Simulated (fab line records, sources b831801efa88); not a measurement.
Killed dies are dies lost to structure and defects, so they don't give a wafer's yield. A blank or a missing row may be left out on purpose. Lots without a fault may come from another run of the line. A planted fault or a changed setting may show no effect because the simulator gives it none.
Which tool did it? | flow gf180mcu | 12 lots, 36 wafers sampled, at 2 steps of a route of 602

WHAT THE GAUGES READ, wafer by wafer
GF_HV_LDD_THK_MEAS_55.
lot  | measured     | on            | HV_LDD_CVD_54_THK (nm)
L075 | day 13 01:28 | film_metro-01 | 9.90 9.91 9.84
L077 | day 13 13:07 | film_metro-03 | 10.15 10.24 10.19
L079 | day 14 05:16 | film_metro-01 | 10.01 10.06 10.04
L081 | day 14 20:46 | film_metro-03 | 10.05 10.17 9.83
L083 | day 15 07:32 | film_metro-03 | 10.11 9.99 9.99
L085 | day 16 01:20 | film_metro-01 | 10.24 10.18 10.04
L087 | day 16 22:50 | film_metro-03 | 10.22 10.26 10.11
L089 | day 17 12:08 | film_metro-03 | 9.82 9.75 9.79
L091 | day 18 01:35 | film_metro-01 | 9.70 9.71 9.64
L093 | day 18 20:28 | film_metro-03 | 10.12 9.99 10.08
L095 | day 19 13:26 | film_metro-01 | 10.13 9.97 9.89
L097 | day 20 02:05 | film_metro-04 | 9.86 9.90 9.92

WHICH TOOL RAN EACH LOT (tool, then ch and the chambers of the sampled wafers, then the start)
lot  | GF_POLY_GATE_ETCH_12
L075 | rie_diel-04 ch 1,3, day 9 15:25
L077 | rie_diel-02 ch 0,1,2, day 10 04:29
L079 | rie_diel-01 ch 0,1, day 10 18:45
L081 | rie_diel-04 ch 0,1, day 11 08:52
L083 | rie_diel-02 ch 2,3, day 11 17:46
L085 | rie_diel-02 ch 0,1, day 12 09:47
L087 | rie_diel-02 ch 1,2, day 13 03:55
L089 | rie_diel-01 ch 0,1,2, day 13 13:34
L091 | rie_diel-01 ch 0,2,3, day 14 04:08
L093 | rie_diel-01 ch 1,3, day 14 20:29
L095 | rie_diel-02 ch 0,3, day 15 10:43
L097 | rie_diel-02 ch 0,1, day 16 01:13
- GF_POLY_GATE_ETCH_12: etches BARC in N2/H2.

THE ANSWER, worked out from the rows above alone
Rule: what is usual is taken from the lots themselves. Put in order of their means at a reading, lots are off if they are a third of the lots or fewer, leave a main group of 4 or more, and stand apart from it by a gap of 3 or more times the standard deviation of the main group's means; of several such gaps the widest counts. A main group whose means are all the same, to the digits that the tables above print for the reading, isn't used. A lot without any number at a reading at which 4 lots or more have one is off too. The other lots that the step has rows for count as sound.
No lot is off at any reading shown: from this, nothing can be told.

WHAT THE SIMULATOR HAD PUT IN
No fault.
